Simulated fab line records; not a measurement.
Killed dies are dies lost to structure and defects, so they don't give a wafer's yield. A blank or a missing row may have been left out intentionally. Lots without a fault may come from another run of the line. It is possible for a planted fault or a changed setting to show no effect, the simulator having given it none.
fab line records | flow sky130
[record] lots = 14 wafers = 42 last-day = 50
route steps=708 shown SONOS_TUNNEL@161 SONOS_ONO@171 POLY_GATE@228 LDD_LDN@295 PAD_OPEN@708
lots that met no fault: taken from a fault-free run of the same line
start-h: hours from the record's opening day to when the first of the lot's shown wafers began | wait-h: how many hours have passed since the lot's step before this one | " unchanged from the row above | L1.1+2: several wafers, shown together as one row | - no value, or no start given | * or withheld: withheld | < > ~ a bound
route shown NAME@n: NAME is a module with steps in the file, n the number in the route of the first one | usual: mean/standard deviation taken from wafers without a fault | same: alike in all rows | chamber/n: place in a boat | sites: each site's reading | _std_site: their standard deviation | _edge_site: the outer-site mean with the inner-site mean subtracted | radius-mm: for every site, how far away it sits from the centre of the wafer | mask NAME#n: copy n | behind: the most recent tool/chamber to have shaped the wafer | hold: the reason the lot was held/the length of the hold in hours/how it ended | device: names the non-switching transistor (n, p or np) | end of line: the route-end tests of the same wafers | a step with no rows: only its recipe | killed: not the wafer's yield, but the dies lost to structure and defects at the first sort | map: a wafer's dies, marking killed ones x, the rest . and places with no die _
set.NAME: setting as actually run; set.NAME@STEP: the setting as run at that earlier step | model.NAME: the simulator's own value behind a step, which no gauge read
one table for each step of the route and one row for each wafer, over a sample of lots
[[steps]]
[step SKY_SONOS_TUNNEL_CD_MEAS_07]
[recipe] target-cd-nm = 410
[usual] cd-nm = 410.5/2.7
// columns lot.wafer tool chamber start-h wait-h cd-nm
L484.1 cd-sem-01 - 247.95 0.1 410.6
L484.2 " - " " 411.4
L484.6 " - " " 410.4
L483.1 cd-sem-01 - 250.19 0.1 409.8
L483.3 " - " " 412.7
L483.5 " - " " 413.4
L485.2 cd-sem-02 - 267.05 0.2 411.6
L485.5 " - " " 412.5
L485.6 " - " " 412.3
L491.2 cd-sem-02 - 303.67 0.1 410.1
L491.3 " - " " 407.4
L491.5 " - " " 410.9
L494.1 cd-sem-02 - 334.44 0.1 408.4
L494.2 " - " " 409.4
L494.3 " - " " 408.8
L495.3 cd-sem-01 - 344.13 0.1 407.5
L495.5 " - " " 410.7
L495.6 " - " " 407.8
L496.2 cd-sem-01 - 349.37 0.1 409.8
L496.3 " - " " 410.8
L496.5 " - " " 410.8
L497.2 cd-sem-01 - 356.85 0.2 407.7
L497.3 " - " " 412.0
L497.6 " - " " 407.3
L499.2 cd-sem-01 - 374.46 0.1 414.4
L499.3 " - " " 413.0
L499.5 " - " " 413.3
L502.3 cd-sem-01 - 390.53 0.1 409.5
L502.4 " - " " 406.4
L502.5 " - " " 409.4
L503.1 cd-sem-02 - 411.60 0.1 408.3
L503.2 " - " " 409.4
L503.5 " - " " 408.3
L504.1 cd-sem-01 - 430.89 0.1 410.1
L504.2 " - " " 406.9
L504.3 " - " " 411.0
L506.2 cd-sem-02 - 444.87 0.1 407.6
L506.3 " - " " 406.4
L506.6 " - " " 407.9
L505.3 cd-sem-02 - 445.99 0.1 414.1
L505.5 " - " " 415.6
L505.6 " - " " 414.2
[step SKY_SONOS_ONO_THK_MEAS_03]
[recipe] reads = Si3N4_of_SONOS_ONO_CVD_02
[usual] SONOS_ONO_CVD_02_THK = 10.43/0.13
// columns lot.wafer tool chamber start-h wait-h SONOS_ONO_CVD_02_THK[nm]
L484.1 film-metro-02 - 251.06 0.0 10.67
L484.2 " - " " 10.58
L484.6 " - " " 10.60
L483.1 film-metro-04 - 255.77 0.0 10.60
L483.3 " - " " 10.36
L483.5 " - " " 10.39
L485.2 film-metro-04 - 270.49 0.0 10.48
L485.5 " - " " 10.52
L485.6 " - " " 10.45
L491.2 film-metro-04 - 307.28 0.0 10.49
L491.3 " - " " 10.47
L491.5 " - " " 10.43
L494.1 film-metro-03 - 340.45 0.0 10.35
L494.2 " - " " 10.10
L494.3 " - " " 10.27
L495.3 film-metro-02 - 347.79 0.0 10.23
L495.5 " - " " 10.25
L495.6 " - " " 10.08
L496.2 film-metro-04 - 352.47 0.0 10.33
L496.3 " - " " 10.40
L496.5 " - " " 10.20
L497.2 film-metro-03 - 362.16 0.0 10.55
L497.3 " - " " 10.59
L497.6 " - " " 10.57
L499.2 film-metro-04 - 377.61 0.0 10.52
L499.3 " - " " 10.51
L499.5 " - " " 10.63
L502.3 film-metro-02 - 397.11 0.0 10.57
L502.4 " - " " 10.56
L502.5 " - " " 10.50
L503.1 film-metro-03 - 418.47 0.0 10.41
L503.2 " - " " 10.41
L503.5 " - " " 10.42
L504.1 film-metro-03 - 436.36 0.0 10.68
L504.2 " - " " 10.56
L504.3 " - " " 10.60
L506.2 film-metro-02 - 447.96 0.0 10.41
L506.3 " - " " 10.51
L506.6 " - " " 10.42
L505.3 film-metro-04 - 449.31 0.0 10.53
L505.5 " - " " 10.30
L505.6 " - " " 10.38
[step SKY_POLY_GATE_OVL_MEAS_14]
[usual] POLY_GATE_OVL = 0/5.1
// columns lot.wafer tool chamber start-h wait-h POLY_GATE_OVL[nm]
L484.1 overlay-01 - 365.97 0.1 6
L484.2 " - " " 6
L484.6 " - " " 5
L483.1 overlay-01 - 366.78 0.1 4
L483.3 " - " " 8
L483.5 " - " " -1
L485.2 overlay-01 - 389.74 0.1 4
L485.5 " - " " -2
L485.6 " - " " 5
L491.2 overlay-02 - 432.97 0.1 5
L491.3 " - " " -1
L491.5 " - " " 3
L494.1 overlay-01 - 469.78 0.1 0
L494.2 " - " " 4
L494.3 " - " " 0
L495.3 overlay-02 - 475.87 0.1 -5
L495.5 " - " " -2
L495.6 " - " " -3
L496.2 overlay-01 - 481.63 0.1 -1
L496.3 " - " " 2
L496.5 " - " " -4
L497.2 overlay-01 - 494.64 0.1 5
L497.3 " - " " 10
L497.6 " - " " 7
L499.2 overlay-01 - 506.17 0.1 4
L499.3 " - " " -2
L499.5 " - " " 3
L502.3 overlay-01 - 528.47 0.1 11
L502.4 " - " " 2
L502.5 " - " " 6
L503.1 overlay-01 - 550.23 0.1 9
L503.2 " - " " 2
L503.5 " - " " 6
L504.1 overlay-02 - 564.51 0.1 4
L504.2 " - " " -3
L504.3 " - " " 0
L506.2 overlay-02 - 576.67 0.1 -13
L506.3 " - " " -5
L506.6 " - " " -4
L505.3 overlay-01 - 578.77 0.1 -3
L505.5 " - " " 2
L505.6 " - " " 2
[step SKY_LDD_LDN_DEVELOP_06]
[recipe] resist = NOVOLAK developer = TMAH develop-time-s = 60 dev-temp-c = 23
[usual] developer-temp-C = 22.97/0.1
// columns lot.wafer tool chamber start-h wait-h developer-temp-C
L484.1 litho-track-03 0 519.02 0.1 22.97
L484.2 " 0 " " 23.03
L484.6 " 0 " " 23.04
L483.1 litho-track-04 0 521.16 0.1 23.02
L483.3 " 0 " " 22.86
L483.5 " 0 " " 22.91
L485.2 litho-track-02 0 543.52 0.1 23.01
L485.5 " 0 " " 22.96
L485.6 " 0 " " 23.04
L491.2 litho-track-03 0 586.55 0.1 22.05
L491.3 " 0 " " 22.12
L491.5 " 0 " " 21.99
L494.1 litho-track-03 0 621.47 0.1 21.92
L494.2 " 0 " " 21.94
L494.3 " 0 " " 21.85
L495.3 litho-track-02 0 628.59 0.1 23.03
L495.5 " 0 " " 22.90
L495.6 " 0 " " 23.02
L496.2 litho-track-02 0 636.32 0.1 22.97
L496.3 " 0 " " 22.91
L496.5 " 0 " " 23.03
L497.2 litho-track-02 0 645.47 0.1 22.80
L497.3 " 0 " " 22.80
L497.6 " 0 " " 22.94
L499.2 litho-track-04 0 653.74 0.1 22.96
L499.3 " 0 " " 22.91
L499.5 " 0 " " 23.00
L502.3 litho-track-02 0 674.49 0.1 22.93
L502.4 " 0 " " 23.04
L502.5 " 0 " " 22.95
L503.1 litho-track-03 0 695.17 0.1 22.97
L503.2 " 0 " " 22.91
L503.5 " 0 " " 22.91
L504.1 litho-track-04 0 708.76 0.1 23.24
L504.2 " 0 " " 23.03
L504.3 " 0 " " 22.93
L506.2 litho-track-03 0 718.30 0.1 23.01
L506.3 " 0 " " 22.96
L506.6 " 0 " " 23.01
L505.3 litho-track-02 0 725.39 0.1 22.96
L505.5 " 0 " " 23.04
L505.6 " 0 " " 23.06
[step SKY_PAD_OPEN_PROBE_99]
[usual] killed_at_M0_to_M3 = 43/7.7 killed_at_M4_up = 2.9/1.9 killed-at-contacts = 24/5.9 killed-at-front-end = 16/5.1 killed-at-other = 0.3/0.63 killed-dies = 86/10 killed-on-rim = 16/3.6 killed-open = 47/7.6 killed-short = 39/6.8
[same] gross-dies = 492 killed-at-back-side = 0
// columns lot.wafer tool chamber start-h wait-h killed_at_M0_to_M3 killed_at_M4_up killed-at-contacts killed-at-front-end killed-at-other killed-dies killed-on-rim killed-open killed-short
L483.1 prober-02 - 1073.20 0.1 53 2 18 19 0 92 15 47 45
L483.3 prober-02 - 1073.30 0.2 42 4 22 16 0 84 16 51 32
L483.5 prober-02 - 1073.40 0.2 35 2 18 27 0 82 13 40 42
L495.3 prober-01 - 1145.76 0.2 39 5 20 25 1 90 16 47 41
L495.5 prober-01 - 1145.86 0.2 41 3 17 18 0 79 11 39 40
L495.6 prober-01 - 1145.91 0.2 35 6 26 26 0 93 12 50 43
L496.2 prober-02 - 1147.81 0.1 59 4 34 11 0 108 21 64 44
L496.3 prober-02 - 1147.86 0.2 46 5 28 11 1 91 25 50 41
L496.5 prober-02 - 1147.96 0.2 44 5 22 18 0 89 19 42 46
L497.2 prober-01 - 1155.09 0.1 33 0 18 15 1 67 14 43 24
L497.3 prober-01 - 1155.14 0.2 40 3 16 17 0 76 12 46 29
L497.6 prober-01 - 1155.29 0.2 32 3 33 14 0 82 15 51 31
L499.2 prober-01 - 1161.94 0.1 40 4 26 16 0 86 23 43 43
L499.3 prober-01 - 1161.99 0.2 42 5 35 19 0 101 23 54 47
L499.5 prober-01 - 1162.09 0.2 38 3 15 18 0 74 10 35 39
L503.1 prober-01 - 1183.91 0.1 33 3 27 19 0 82 16 46 36
L503.2 prober-01 - 1183.96 0.1 42 6 11 14 0 73 16 41 32
L503.5 prober-01 - 1184.11 0.2 41 4 16 18 0 79 18 46 33
L504.1 prober-02 - 1194.30 0.1 50 3 21 20 1 95 16 55 40
L504.2 prober-02 - 1194.35 0.1 47 2 22 16 0 87 14 47 39
L504.3 prober-02 - 1194.40 0.2 38 2 24 16 0 80 16 35 45
// killed by level:class
L483.1 CONTACT:geometric-particle:open=9 VIA2:geometric-particle:open=9 METAL1:geometric-particle:short=8 METAL2:geometric-particle:short=8 POLY_GATE:geometric-particle:open=7 VIA1:geometric-particle:short=7 POLY_GATE:geometric-particle:short=6 VIA3:geometric-particle:open=6
L483.3 VIA1:geometric-particle:open=12 CONTACT:geometric-particle:open=9 LI_CONTACT:geometric-particle:open=8 POLY_GATE:geometric-particle:short=6 POLY_GATE:geometric-particle:open=6 VIA2:geometric-particle:open=6 VIA3:geometric-particle:open=6 METAL3:geometric-particle:short=4
L483.5 POLY_GATE:geometric-particle:short=10 VIA2:geometric-particle:open=7 CONTACT:geometric-particle:open=6 VIA3:geometric-particle:open=6 FIELD_ISO:geometric-particle:short=5 VIA1:geometric-particle:open=5 LI_CONTACT:geometric-particle:open=4 LOCAL_INTERCONNECT:geometric-particle:short=4
L495.3 VIA2:geometric-particle:open=7 CONTACT:geometric-particle:open=7 FIELD_ISO:geometric-particle:open=6 POLY_GATE:geometric-particle:short=6 METAL1:geometric-particle:short=6 FIELD_ISO:geometric-particle:short=5 LI_CONTACT:geometric-particle:open=5 VIA1:geometric-particle:open=5
L495.5 VIA1:geometric-particle:open=11 METAL1:geometric-particle:short=7 VIA3:geometric-particle:open=7 FIELD_ISO:geometric-particle:short=6 FIELD_ISO:geometric-particle:open=5 CONTACT:geometric-particle:short=5 POLY_GATE:geometric-particle:short=4 LI_CONTACT:geometric-particle:open=4
L495.6 CONTACT:geometric-particle:open=15 FIELD_ISO:geometric-particle:short=8 POLY_GATE:geometric-particle:short=7 VIA3:geometric-particle:open=7 LI_CONTACT:geometric-particle:open=5 VIA2:geometric-particle:open=5 VIA1:geometric-particle:open=5 METAL2:geometric-particle:short=5
L496.2 VIA1:geometric-particle:open=13 LI_CONTACT:geometric-particle:open=13 CONTACT:geometric-particle:open=11 VIA1:geometric-particle:short=11 VIA3:geometric-particle:open=9 METAL2:geometric-particle:short=7 CONTACT:geometric-particle:short=5 FIELD_ISO:geometric-particle:open=4
L496.3 VIA1:geometric-particle:open=15 CONTACT:geometric-particle:open=11 LI_CONTACT:geometric-particle:open=8 METAL1:geometric-particle:short=6 VIA1:geometric-particle:short=6 FIELD_ISO:geometric-particle:short=5 VIA2:geometric-particle:open=5 VIA3:geometric-particle:open=5
L496.5 METAL1:geometric-particle:short=13 VIA1:geometric-particle:open=8 CONTACT:geometric-particle:open=8 VIA3:geometric-particle:open=6 LI_CONTACT:geometric-particle:open=5 FIELD_ISO:geometric-particle:open=4 FIELD_ISO:geometric-particle:short=4 POLY_GATE:geometric-particle:short=4
L497.2 CONTACT:geometric-particle:open=13 VIA1:geometric-particle:open=8 VIA3:geometric-particle:open=5 VIA2:geometric-particle:open=5 FIELD_ISO:geometric-particle:short=4 FIELD_ISO:geometric-particle:open=4 VIA2:geometric-particle:short=4 POLY_GATE:geometric-particle:open=3
L497.3 VIA1:geometric-particle:open=13 VIA3:geometric-particle:open=8 LI_CONTACT:geometric-particle:open=5 FIELD_ISO:geometric-particle:short=4 LOCAL_INTERCONNECT:geometric-particle:short=4 CONTACT:geometric-particle:open=4 VIA2:geometric-particle:open=4 METAL3:geometric-particle:short=4
L497.6 CONTACT:geometric-particle:open=11 LI_CONTACT:geometric-particle:open=10 POLY_GATE:geometric-particle:open=6 VIA2:geometric-particle:open=6 LOCAL_INTERCONNECT:geometric-particle:short=5 VIA3:geometric-particle:open=5 VIA1:geometric-particle:open=4 VIA1:geometric-particle:short=4
L499.2 LI_CONTACT:geometric-particle:open=12 METAL1:geometric-particle:short=7 VIA3:geometric-particle:short=6 POLY_GATE:geometric-particle:open=5 CONTACT:geometric-particle:short=5 LI_CONTACT:geometric-particle:short=4 CONTACT:geometric-particle:open=4 VIA1:geometric-particle:open=4
L499.3 CONTACT:geometric-particle:open=10 CONTACT:geometric-particle:short=9 VIA2:geometric-particle:open=9 POLY_GATE:geometric-particle:short=8 LI_CONTACT:geometric-particle:open=7 VIA1:geometric-particle:open=6 FIELD_ISO:geometric-particle:open=5 VIA1:geometric-particle:short=5
L499.5 LI_CONTACT:geometric-particle:open=7 VIA1:geometric-particle:short=6 VIA3:geometric-particle:open=6 POLY_GATE:geometric-particle:open=5 CONTACT:geometric-particle:open=5 METAL1:geometric-particle:short=5 METAL2:geometric-particle:short=5 VIA2:geometric-particle:open=4
L503.1 VIA1:geometric-particle:open=10 CONTACT:geometric-particle:open=9 LI_CONTACT:geometric-particle:open=8 METAL1:geometric-particle:short=6 POLY_GATE:geometric-particle:open=5 CONTACT:geometric-particle:short=5 FIELD_ISO:geometric-particle:open=4 LOCAL_INTERCONNECT:geometric-particle:short=4
L503.2 VIA1:geometric-particle:open=12 FIELD_ISO:geometric-particle:open=6 CONTACT:geometric-particle:open=5 VIA2:geometric-particle:open=5 POLY_GATE:geometric-particle:short=4 METAL1:geometric-particle:short=4 VIA1:geometric-particle:short=4 VIA3:geometric-particle:open=4
L503.5 VIA1:geometric-particle:open=10 CONTACT:geometric-particle:open=7 METAL2:geometric-particle:short=7 VIA2:geometric-particle:open=6 METAL1:geometric-particle:short=6 FIELD_ISO:geometric-particle:short=5 POLY_GATE:geometric-particle:open=4 LI_CONTACT:geometric-particle:open=4
L504.1 VIA1:geometric-particle:open=12 POLY_GATE:geometric-particle:open=8 VIA2:geometric-particle:open=8 METAL2:geometric-particle:short=6 LI_CONTACT:geometric-particle:open=5 VIA3:geometric-particle:open=5 CONTACT:geometric-particle:short=5 POLY_GATE:geometric-particle:short=4
L504.2 VIA1:geometric-particle:open=11 VIA3:geometric-particle:open=6 VIA2:geometric-particle:open=6 LOCAL_INTERCONNECT:geometric-particle:short=5 CONTACT:geometric-particle:open=5 METAL1:geometric-particle:short=5 METAL2:geometric-particle:short=5 FIELD_ISO:geometric-particle:short=4
L504.3 METAL2:geometric-particle:short=10 CONTACT:geometric-particle:open=9 VIA1:geometric-particle:open=8 FIELD_ISO:geometric-particle:short=5 LI_CONTACT:geometric-particle:short=5 FIELD_ISO:geometric-particle:open=4 LI_CONTACT:geometric-particle:open=4 METAL1:geometric-particle:short=4
[[key]]
[first-sign] step = SKY_LDD_LDN_DEVELOP_06 reading = developer-temp-C direction = down sigmas = 9.9 usual = * struck = *
effect none on later readings
met-at SKY_LDD_LDN_DEVELOP_06
struck-lots L491,L494
tester-left-out L491,L494
not-acting-at SKY_SONOS_TUNNEL_CD_MEAS_07,SKY_SONOS_ONO_THK_MEAS_03,SKY_POLY_GATE_OVL_MEAS_14
onset-between 519.02 586.55
[fault] kind = process-parameter-drift tool = litho-track-03 chamber = - onset-h = 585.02 steps = SKY_LDD_LDN_DEVELOP_06 channel = dev-temp-c offset = * shape = step end-h = 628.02 acts-in = * stated = *
// tester-left-out: of these lots the tester's yield and bins aren't shown, on N5 and GAA mostly nor the transistor test; their killed dies are dies lost to structure and defects alone, not to doping, threshold or leakage, so they don't give the yield
